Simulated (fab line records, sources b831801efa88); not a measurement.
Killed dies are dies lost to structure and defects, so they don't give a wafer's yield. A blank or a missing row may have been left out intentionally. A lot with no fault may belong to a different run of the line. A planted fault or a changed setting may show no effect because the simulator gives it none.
fab line records	flow sky130	part 1 of 2: steps 1 to 27 of 37
record lots=5	wafers=15	lastDay=50
route steps=708 shown METAL2@497 VIA2@507 METAL3@532
lots that met no fault: taken from a fault-free run of the same line
startH: the number of hours between the record's first day and the start of the first shown wafer of the lot	waitH: how many hours have passed since the lot's step before this one	" unchanged from the row above	L1.1+2: one row covering several wafers at once	- either no value or no given start	* or withheld: withheld	< > ~ a bound
route shown NAME@n: a module of which the file shows steps, and the number in the route of the first	usual: mean and standard deviation over wafers with no fault	same: alike in all rows	chamber/n: place in a boat	sites: readings site by site	_std_site: the standard deviation of these	_edge_site: inner sites' mean taken away from outer sites' mean	radiusMm: for every site, how far away it sits from the centre of the wafer	mask NAME#n: copy n	behind: the tool/chamber that last shaped the wafer	hold: cause of the lot's hold/its duration in hours/its outcome	device: transistor that didn't switch, given as n, p or np	end of line: the same wafers' tests at the end of the route	where a step has no rows: the recipe by itself	killed: dies that structure and defects cost at the first sort, which is not the same as the wafer's yield	map: dies across one wafer; x = killed, . = not, _ = none there
set.NAME: setting as actually run; set.NAME@STEP: the setting as run at that earlier step	model.NAME: the simulator's own value behind a step, which no gauge read
a table for each step, a row for each wafer; lots at some steps of the route
services: from which hour (startH, from the record's first day; less than 0 if before it) a tool's chamber was out of use, for how many hours, and why
## steps
# step SKY_METAL2_DEVELOP_14
# recipe developTimeS=60	resist=KrF-thick	devTempC=21
lot.wafer	tool	chamber	startH	waitH
L078.1+5+6	lithoTrack-02	0	-	-
L077.1+4+6	lithoTrack-04	0	-	-
L084.1+2+5	lithoTrack-03	0	-	-
L093.2+5+6	lithoTrack-02	0	-	-
L096.1+2+4	lithoTrack-04	0	-	-
# step SKY_METAL2_CD_MEAS_15
# recipe targetCdNm=140
# usual cdNm=140.2/1.5
lot.wafer	tool	chamber	startH	waitH	cdNm
L078.1	cdSem-02	-	853.06	-	142.2
L078.5	"	-	"	"	140.6
L078.6	"	-	"	"	140.4
L077.1	cdSem-02	-	856.58	-	139.2
L077.4	"	-	"	"	139.1
L077.6	"	-	"	"	140.6
L084.1	cdSem-01	-	898.17	-	140.1
L084.2	"	-	"	"	140.2
L084.5	"	-	"	"	139.2
L093.2	cdSem-02	-	962.43	-	141.4
L093.5	"	-	"	"	141.4
L093.6	"	-	"	"	142.3
L096.1	cdSem-02	-	973.59	-	140.4
L096.2	"	-	"	"	140.0
L096.4	"	-	"	"	141.7
# step SKY_METAL2_OVL_MEAS_16
# usual METAL2_OVL=-2/4.7
lot.wafer	tool	chamber	startH	waitH	METAL2_OVL[nm]
L078.1	overlay-01	-	853.18	0.1	0
L078.5	"	-	"	"	-1
L078.6	"	-	"	"	-3
L077.1	overlay-01	-	856.70	0.1	-6
L077.4	"	-	"	"	-2
L077.6	"	-	"	"	-5
L084.1	overlay-01	-	898.29	0.1	-5
L084.2	"	-	"	"	-8
L084.5	"	-	"	"	-4
L093.2	overlay-02	-	962.54	0.1	-3
L093.5	"	-	"	"	-10
L093.6	"	-	"	"	-14
L096.1	overlay-02	-	973.71	0.1	0
L096.2	"	-	"	"	1
L096.4	"	-	"	"	-5
# step SKY_METAL2_DESCUM_17
# recipe chemistry=O2	sourcePowerW=150	biasPowerW=0	pressureMtorr=10	tempC=40	timeS=8
# usual drypumpMotorCurrentA=5.47/0.27	oesProductAu=0.997/0.0091
lot.wafer	tool	chamber	startH	waitH	drypumpMotorCurrentA	oesProductAu	rfHoursCounterH
L078.1	rieMetal-01	1	853.21	0.0	5.23	0.980	7
L078.5	"	1	"	"	5.23	0.995	-
L078.6	"	1	"	"	5.22	0.988	-
L077.1	rieMetal-01	1	856.74	0.0	5.22	0.986	8
L077.4	"	1	"	"	5.22	0.991	-
L077.6	"	1	"	"	5.22	0.987	-
L084.1	rieMetal-02	1	898.33	0.0	5.38	1.007	5
L084.2	"	0	"	"	5.63	0.992	3
L084.5	"	0	"	"	5.61	0.998	-
L093.2	rieMetal-04	1	962.57	0.0	6.05	0.998	12
L093.5	"	0	"	"	5.19	1.011	-
L093.6	"	1	"	"	6.00	1.001	-
L096.1	rieMetal-02	1	973.74	0.0	5.36	0.992	8
L096.2	"	0	"	"	5.63	0.992	7
L096.4	"	1	"	"	5.36	1.005	-
# step SKY_METAL2_ETCH_18
# recipe chemistry=N2/H2	target=BARC	ionEnergyEv=200	biasW=100	pressureMtorr=30	n2FlowSccm=100	h2FlowSccm=200	icpW=500	stopOn=SiO2	timeS=45.9	targetDepthA=600
# usual drypumpMotorCurrentA=5.48/0.27	oesProductAu=0.855/0.0049	throttleValvePct=13.225/0.0084
lot.wafer	tool	chamber	startH	waitH	drypumpMotorCurrentA	oesProductAu	rfHoursCounterH	throttleValvePct
L078.1	rieMetal-01	1	853.28	0.1	5.24	0.852	7	13.234
L078.5	"	1	"	"	5.23	0.856	-	13.225
L078.6	"	1	"	"	5.26	0.853	-	13.221
L077.1	rieMetal-01	1	856.80	0.1	5.26	0.859	8	13.225
L077.4	"	1	"	"	5.25	0.861	-	13.221
L077.6	"	1	"	"	5.25	0.853	-	13.238
L084.1	rieMetal-02	1	898.36	0.0	5.36	0.863	5	13.223
L084.2	"	0	"	"	5.63	0.854	3	13.224
L084.5	"	0	"	"	5.64	0.854	-	13.215
L093.2	rieMetal-04	1	962.60	0.0	6.00	0.847	12	13.217
L093.5	"	0	"	"	5.22	0.859	-	13.222
L093.6	"	1	"	"	6.01	0.848	-	13.229
L096.1	rieMetal-02	1	973.77	0.0	5.36	0.853	8	13.222
L096.2	"	0	"	"	5.64	0.860	7	13.219
L096.4	"	1	"	"	5.35	0.854	-	13.215
# step SKY_METAL2_METAL_ETCH_19
# recipe targetDepthA=3600	stopOn=SiO2	overEtchFrac=0.3	timeS=78	chemistry=Cl2/BCl3	resistSidewallDeg=88	pressureMtorr=10	icpW=900	biasW=48.5	Cl2_flow_sccm=60	bcl3FlowSccm=30
# usual drypumpMotorCurrentA=5.46/0.26	oesProductAu=0.856/0.005	throttleValvePct=22.266/0.0093
lot.wafer	tool	chamber	startH	waitH	drypumpMotorCurrentA	oesProductAu	rfHoursCounterH	throttleValvePct
L078.1	rieMetal-01	1	853.40	0.1	5.24	0.851	7	22.269
L078.5	"	1	"	"	5.24	0.857	-	22.274
L078.6	"	1	"	"	5.25	0.857	-	22.276
L077.1	rieMetal-01	1	856.93	0.1	5.23	0.854	8	22.264
L077.4	"	1	"	"	5.23	0.862	-	22.257
L077.6	"	1	"	"	5.21	0.859	-	22.258
L084.1	rieMetal-02	1	898.42	0.0	5.36	0.856	5	22.265
L084.2	"	0	"	"	5.63	0.847	3	22.281
L084.5	"	0	"	"	5.67	0.862	-	22.256
L093.2	rieMetal-04	1	962.66	0.0	5.99	0.852	12	22.267
L093.5	"	0	"	"	5.19	0.856	-	22.249
L093.6	"	1	"	"	6.02	0.853	-	22.262
L096.1	rieMetal-02	1	973.84	0.0	5.34	0.858	8	22.265
L096.2	"	0	"	"	5.61	0.854	7	22.273
L096.4	"	1	"	"	5.33	0.860	-	22.257
# step SKY_METAL2_STRIP_20
# recipe chemistry=O2/N2	powerW=1400	pressureMtorr=1500	platenTempC=withheld	o2FlowSccm=3000	n2FlowSccm=300	overashFraction=0.5
# usual drypumpMotorCurrentA=5.6/0.57	oesProductAu=0.343/0.0051	stripTimeToEndpointS=2.71/0.04
lot.wafer	tool	chamber	startH	waitH	drypumpMotorCurrentA	oesProductAu	rfHoursCounterH	stripTimeToEndpointS
L078.1	plasmaAsher-02	0	853.58	0.1	5.8	0.338	101	2.76
L078.5	"	0	"	"	5.8	0.344	-	2.76
L078.6	"	1	"	"	6.4	0.350	-	2.75
L077.1	plasmaAsher-02	0	857.11	0.1	5.8	0.352	102	2.77
L077.4	"	0	"	"	5.8	0.347	-	2.79
L077.6	"	0	"	"	5.8	0.349	-	2.76
L084.1	plasmaAsher-03	1	898.51	0.1	5.3	0.343	75	2.68
L084.2	"	0	"	"	6.2	0.349	75	2.74
L084.5	"	1	"	"	5.3	0.350	-	2.72
L093.2	plasmaAsher-01	0	962.75	0.1	4.9	0.341	22	2.69
L093.5	"	0	"	"	4.9	0.334	-	2.67
L093.6	"	1	"	"	5.2	0.340	-	2.69
L096.1	plasmaAsher-03	1	973.93	0.1	5.3	0.337	83	2.63
L096.2	"	0	"	"	6.2	0.347	83	2.73
L096.4	"	0	"	"	6.2	0.343	-	2.64
# step SKY_METAL2_STRIP_21
# recipe chemistry=postEtchResidueRemover	timeS=1200	tempC=72.5
lot.wafer	tool	chamber	startH	waitH
L078.1+5+6	wetBench-02	0	853.68	0.1
L077.1+4+6	wetBench-01	3	857.21	0.1
L084.1+2+5	wetBench-01	0	898.61	0.1
L093.2+5+6	wetBench-01	3	962.86	0.1
L096.1+2+4	wetBench-01	2	974.03	0.1
# step SKY_METAL2_CLEAN_22
# recipe chemistry=IPA	timeS=180	tempC=25
lot.wafer	tool	chamber	startH	waitH
L078.1+5+6	wetBench-03	2	854.37	0.0
L077.1+4+6	wetBench-02	2	857.55	0.0
L084.1+2+5	wetBench-01	2	898.95	0.0
L093.2+5+6	wetBench-01	2	963.20	0.0
L096.1+2+4	wetBench-02	2	974.37	0.0
# step SKY_METAL2_CLEAN_23
# recipe chemistry=O3/DIW	dry=n2Spin
lot.wafer	tool	chamber	startH	waitH
L078.1+5+6	wetBench-01	1	854.43	0.0
L077.1+4+6	wetBench-03	1	857.67	0.0
L084.1+2+5	wetBench-01	1	899.01	0.0
L093.2+5+6	wetBench-01	0	963.26	0.0
L096.1+2+4	wetBench-02	1	974.43	0.0
# step SKY_VIA2_HDPCVD_00
# recipe material=SiO2	targetThkNm=1180	sigmaOpenFrac=0.3	timeS=196.7	tempC=400	sih4FlowSccm=60	pressureMtorr=6
lot.wafer	tool	chamber	startH	waitH
L078.1+5+6	hdpcvd-01	0,0,2	854.52	0.0
L077.1+4+6	hdpcvd-02	1,1,0	857.76	0.0
L084.1+2+5	hdpcvd-02	0,1,1	899.10	0.0
L093.2+5+6	hdpcvd-01	1,1,0	963.35	0.0
L096.1+2+4	hdpcvd-02	0,2,1	974.52	0.0
# step SKY_VIA2_THK_MEAS_01
# recipe reads=SiO2_of_VIA2_HDPCVD_00
# usual VIA2_HDPCVD_THK=1177/11
lot.wafer	tool	chamber	startH	waitH	VIA2_HDPCVD_THK[nm]
L078.1	filmMetro-01	-	854.64	0.1	1169
L078.5	"	-	"	"	1161
L078.6	"	-	"	"	1173
L077.1	filmMetro-02	-	857.89	0.1	1185
L077.4	"	-	"	"	1181
L077.6	"	-	"	"	1178
L084.1	filmMetro-02	-	899.23	0.1	1184
L084.2	"	-	"	"	1166
L084.5	"	-	"	"	1175
L093.2	filmMetro-01	-	963.49	0.1	1177
L093.5	"	-	"	"	1173
L093.6	"	-	"	"	1173
L096.1	filmMetro-04	-	974.64	0.1	1169
L096.2	"	-	"	"	1169
L096.4	"	-	"	"	1175
# step SKY_VIA2_CMP_02
# recipe material=SiO2	downForcePsi=4	platenRpm=60	padVelocityMS=0.94248
# usual edgeZonePressureFrac=1.000/0.005	motorCurrentA=11.7/0.95	retainingRingPressureFrac=1.001/0.0053	slurryFilterDpKPa=13.52/0.14
lot.wafer	tool	chamber	startH	waitH	edgeZonePressureFrac	motorCurrentA	retainingRingPressureFrac	slurryFilterDpKPa
L078.1	cmp-01	3	854.75	0.1	0.999	11.2	1.005	13.75
L078.5	"	2	"	"	1.001	13.1	1.004	13.36
L078.6	"	3	"	"	0.992	11.7	1.008	13.38
L077.4	cmp-02	0	858.00	0.1	1.006	13.0	1.011	13.52
L077.1	"	2	"	"	0.998	12.0	1.000	13.56
L077.6	"	3	"	"	0.999	10.9	1.000	13.44
L084.1	cmp-01	3	899.29	0.1	1.007	11.7	1.002	13.66
L084.2	"	0	"	"	0.995	12.2	0.994	13.51
L084.5	"	0	"	"	1.002	11.5	1.004	13.49
L093.2	cmp-01	1	963.59	0.1	0.999	11.0	1.007	13.48
L093.5	"	0	"	"	1.002	11.8	0.999	13.66
L093.6	"	1	"	"	0.994	10.7	1.001	13.44
L096.1	cmp-02	2	974.70	0.1	0.987	12.2	1.011	13.50
L096.2	"	3	"	"	0.996	10.9	1.004	13.47
L096.4	"	0	"	"	0.994	12.1	1.003	13.24
# step SKY_VIA2_BOW_MEAS_03
# recipe mode=bow
# usual VIA2_BOW=87/7.5
lot.wafer	tool	chamber	startH	waitH	VIA2_BOW[um]
L078.1	filmMetro-04	-	855.00	0.2	95
L078.5	"	-	"	"	81
L078.6	"	-	"	"	94
L077.1	filmMetro-01	-	858.25	0.1	94
L077.4	"	-	"	"	94
L077.6	"	-	"	"	87
L084.1	filmMetro-02	-	899.59	0.2	90
L084.2	"	-	"	"	92
L084.5	"	-	"	"	104
L093.2	filmMetro-02	-	963.86	0.2	91
L093.5	"	-	"	"	85
L093.6	"	-	"	"	88
L096.1	filmMetro-01	-	975.04	0.3	81
L096.2	"	-	"	"	89
L096.4	"	-	"	"	89
# step SKY_VIA2_DEHYDRATE_04
# recipe tempC=200	timeS=60
# usual heaterPowerTotalW=160.37/0.12
lot.wafer	tool	chamber	startH	waitH	heaterPowerTotalW
L078.1	lithoTrack-02	0	866.96	11.9	160.35
L078.5	"	0	"	"	160.25
L078.6	"	0	"	"	160.50
L077.1	lithoTrack-01	0	870.85	12.6	160.43
L077.4	"	0	"	"	160.47
L077.6	"	0	"	"	160.41
L084.1	lithoTrack-03	0	911.37	11.8	160.27
L084.2	"	0	"	"	160.27
L084.5	"	0	"	"	160.20
L093.2	lithoTrack-03	0	974.94	11.1	160.58
L093.5	"	0	"	"	160.53
L093.6	"	0	"	"	160.30
L096.1	lithoTrack-01	0	986.55	11.5	160.26
L096.2	"	0	"	"	160.26
L096.4	"	0	"	"	160.41
# step SKY_VIA2_HMDS_05
# recipe primeTimeS=60	primeTempC=120
lot.wafer	tool	chamber	startH	waitH
L078.1+5+6	lithoTrack-02	0	867.11	0.1
L077.1+4+6	lithoTrack-01	0	871.00	0.1
L084.1+2+5	lithoTrack-03	0	911.52	0.1
L093.2+5+6	lithoTrack-03	0	975.09	0.1
L096.1+2+4	lithoTrack-01	0	986.70	0.1
# step SKY_VIA2_COAT_06
# recipe resist=BARC	tempC=withheld	timeS=withheld	spinRpm=3000	resistThkNm=60
lot.wafer	tool	chamber	startH	waitH
L078.1+5+6	lithoTrack-02	0	867.26	0.1
L077.1+4+6	lithoTrack-01	0	871.15	0.1
L084.1+2+5	lithoTrack-03	0	911.67	0.1
L093.2+5+6	lithoTrack-03	0	975.24	0.1
L096.1+2+4	lithoTrack-01	0	986.85	0.1
# step SKY_VIA2_COAT_07
# recipe resist=KrF-thick	spinRpm=3000	resistThkNm=450
lot.wafer	tool	chamber	startH	waitH
L078.1+5+6	lithoTrack-02	0	-	-
L077.1+4+6	lithoTrack-01	0	-	-
L084.1+2+5	lithoTrack-03	0	-	-
L093.2+5+6	lithoTrack-03	0	-	-
L096.1+2+4	lithoTrack-01	0	-	-
# step SKY_VIA2_SOFTBAKE_08
# recipe tempC=100	timeS=90	resist=KrF-thick
# usual heaterPowerTotalW=57.38/0.11
lot.wafer	tool	chamber	startH	waitH	heaterPowerTotalW
L078.1	lithoTrack-02	0	-	-	57.47
L078.5	"	0	"	"	57.46
L078.6	"	0	"	"	57.25
L077.1	lithoTrack-01	0	-	-	57.34
L077.4	"	0	"	"	57.35
L077.6	"	0	"	"	57.42
L084.1	lithoTrack-03	0	-	-	57.32
L084.2	"	0	"	"	57.23
L084.5	"	0	"	"	57.25
L093.2	lithoTrack-03	0	-	-	57.35
L093.5	"	0	"	"	57.22
L093.6	"	0	"	"	57.45
L096.1	lithoTrack-01	0	-	-	57.32
L096.2	"	0	"	"	57.25
L096.4	"	0	"	"	57.60
# step SKY_VIA2_EXPOSE_09
# recipe maskId=VIM2	na=0.8	sourceShape=annular	sigmaInner=0.55	sigmaOuter=0.85	targetCdNm=200	doseMj=38
# usual exposureDoseMJCm2=37.98/0.034
# same sigmaOuter=0.85
lot.wafer	tool	chamber	startH	waitH	mask	exposureDoseMJCm2
L078.1	krfScanner-02	0	-	-	VIM2#0	38.00
L078.5	"	0	"	"	VIM2#0	38.01
L078.6	"	0	"	"	VIM2#0	37.96
L077.1	krfScanner-02	0	-	-	VIM2#0	38.02
L077.4	"	0	"	"	VIM2#0	38.01
L077.6	"	0	"	"	VIM2#0	38.04
L084.1	krfScanner-02	0	-	-	VIM2#0	37.99
L084.2	"	0	"	"	VIM2#0	37.99
L084.5	"	0	"	"	VIM2#0	37.99
L093.2	krfScanner-01	0	-	-	VIM2#0	37.96
L093.5	"	0	"	"	VIM2#0	37.94
L093.6	"	0	"	"	VIM2#0	38.07
L096.1	krfScanner-01	0	-	-	VIM2#0	37.95
L096.2	"	0	"	"	VIM2#0	37.98
L096.4	"	0	"	"	VIM2#0	37.94
# step SKY_VIA2_PEB_10
# recipe pebTempC=withheld	pebTimeS=withheld	resist=KrF-thick
lot.wafer	tool	chamber	startH	waitH
L078.1+5+6	lithoTrack-01	0	-	-
L077.1+4+6	lithoTrack-03	0	-	-
L084.1+2+5	lithoTrack-01	0	-	-
L093.2+5+6	lithoTrack-01	0	-	-
L096.1+2+4	lithoTrack-02	0	-	-
# step SKY_VIA2_DEVELOP_11
# recipe developTimeS=60	resist=KrF-thick	devTempC=21
lot.wafer	tool	chamber	startH	waitH
L078.1+5+6	lithoTrack-01	0	-	-
L077.1+4+6	lithoTrack-03	0	-	-
L084.1+2+5	lithoTrack-01	0	-	-
L093.2+5+6	lithoTrack-01	0	-	-
L096.1+2+4	lithoTrack-02	0	-	-
# step SKY_VIA2_CD_MEAS_12
# recipe targetCdNm=200
# usual cdNm=199.8/1.5
lot.wafer	tool	chamber	startH	waitH	cdNm
L078.1	cdSem-01	-	880.00	-	199.1
L078.5	"	-	"	"	197.9
L078.6	"	-	"	"	198.7
L077.1	cdSem-02	-	883.92	-	200.4
L077.4	"	-	"	"	201.0
L077.6	"	-	"	"	199.5
L084.1	cdSem-01	-	924.35	-	202.3
L084.2	"	-	"	"	202.1
L084.5	"	-	"	"	203.5
L093.2	cdSem-01	-	987.72	-	201.4
L093.5	"	-	"	"	202.0
L093.6	"	-	"	"	201.9
L096.1	cdSem-02	-	998.86	-	198.9
L096.2	"	-	"	"	198.2
L096.4	"	-	"	"	198.1
# step SKY_VIA2_OVL_MEAS_13
# usual VIA2_OVL=2/7.2
lot.wafer	tool	chamber	startH	waitH	VIA2_OVL[nm]
L078.1	overlay-02	-	880.12	0.1	2
L078.5	"	-	"	"	4
L078.6	"	-	"	"	9
L077.1	overlay-02	-	884.04	0.1	21
L077.4	"	-	"	"	12
L077.6	"	-	"	"	17
L084.1	overlay-02	-	924.47	0.1	1
L084.2	"	-	"	"	3
L084.5	"	-	"	"	1
L093.2	overlay-02	-	987.82	0.1	-3
L093.5	"	-	"	"	-1
L093.6	"	-	"	"	-11
L096.1	overlay-02	-	998.98	0.1	-6
L096.2	"	-	"	"	-8
L096.4	"	-	"	"	-6
# step SKY_VIA2_ETCH_14
# recipe chemistry=N2/H2	target=BARC	ionEnergyEv=200	sourceW=500	biasW=100	pressureMtorr=30	n2FlowSccm=100	h2FlowSccm=200	stopOn=SiO2	timeS=45.9	targetDepthA=600
# usual drypumpMotorCurrentA=6.0/0.38	oesProductAu=0.854/0.0048	throttleValvePct=13.225/0.0096
lot.wafer	tool	chamber	startH	waitH	drypumpMotorCurrentA	oesProductAu	rfHoursCounterH	throttleValvePct
L078.1	rieDiel-02	0	880.15	0.0	6.2	0.851	8	13.232
L078.5	"	1	"	"	6.6	0.844	-	13.232
L078.6	"	0	"	"	6.1	0.852	-	13.222
L077.1	rieDiel-02	2	884.07	0.0	6.3	0.850	12	13.233
L077.4	"	0	"	"	6.1	0.854	-	13.236
L077.6	"	2	"	"	6.3	0.852	-	13.236
L084.1	rieDiel-01	3	924.50	0.0	6.0	0.847	5	13.242
L084.2	"	1	"	"	5.9	0.854	15	13.230
L084.5	"	1	"	"	5.9	0.857	-	13.212
L093.2	rieDiel-02	0	987.85	0.0	6.2	0.865	11	13.220
L093.5	"	3	"	"	5.6	0.861	-	13.245
L093.6	"	2	"	"	6.3	0.844	-	13.234
L096.1	rieDiel-01	2	999.02	0.0	5.3	0.861	21	13.231
L096.2	"	3	"	"	6.0	0.858	7	13.218
L096.4	"	0	"	"	6.4	0.851	4	13.230
# step SKY_VIA2_ETCH_15
# recipe target=SiO2	chemistry=C4F8/O2/Ar	targetDepthNm=546	stopOn=TiN	maskMaterial=KrF-thick	sourceW=1500	biasW=1200	pressureMtorr=40	c4f8FlowSccm=withheld	O2_flow_sccm=6	Ar_flow_sccm=300	timeS=84
# usual oesProductAu=0.940/0.0049
lot.wafer	tool	chamber	startH	waitH	oesProductAu
L078.1	rieDiel-02	0	880.20	0.0	0.939
L078.5	"	1	"	"	0.937
L078.6	"	0	"	"	0.942
L077.1	rieDiel-02	2	884.12	0.0	0.941
L077.4	"	0	"	"	0.946
L077.6	"	2	"	"	0.948
L084.1	rieDiel-01	3	924.55	0.0	0.925
L084.2	"	1	"	"	0.939
L084.5	"	1	"	"	0.939
L093.2	rieDiel-02	0	987.90	0.0	0.950
L093.5	"	3	"	"	0.947
L093.6	"	2	"	"	0.940
L096.1	rieDiel-01	2	999.06	0.0	0.938
L096.2	"	3	"	"	0.946
L096.4	"	0	"	"	0.945
# step SKY_VIA2_STRIP_16
# recipe chemistry=O2/N2	powerW=1400	pressureMtorr=1500	platenTempC=withheld	o2FlowSccm=3000	n2FlowSccm=300	overashFraction=0.5
# usual drypumpMotorCurrentA=5.6/0.69	oesProductAu=0.399/0.0048	stripTimeToEndpointS=4.042/0.025
lot.wafer	tool	chamber	startH	waitH	drypumpMotorCurrentA	oesProductAu	rfHoursCounterH	stripTimeToEndpointS
L078.1	plasmaAsher-04	1	880.26	0.0	6.7	0.399	45	4.083
L078.5	"	0	"	"	5.1	0.404	-	4.074
L078.6	"	1	"	"	6.7	0.394	-	4.044
L077.1	plasmaAsher-04	0	884.18	0.0	5.1	0.400	46	4.038
L077.4	"	1	"	"	6.7	0.398	-	4.079
L077.6	"	0	"	"	5.1	0.404	-	4.057
L084.1	plasmaAsher-01	0	924.61	0.0	4.9	0.409	18	4.045
L084.2	"	1	"	"	5.2	0.392	18	4.022
L084.5	"	0	"	"	4.8	0.393	-	4.031
L093.2	plasmaAsher-01	1	987.96	0.0	5.2	0.394	24	4.076
L093.5	"	1	"	"	5.2	0.393	-	4.063
L093.6	"	0	"	"	4.8	0.396	-	4.085
L096.1	plasmaAsher-01	0	999.12	0.0	4.9	0.399	25	4.070
L096.2	"	1	"	"	5.2	0.398	25	4.065
L096.4	"	0	"	"	4.9	0.398	-	4.020
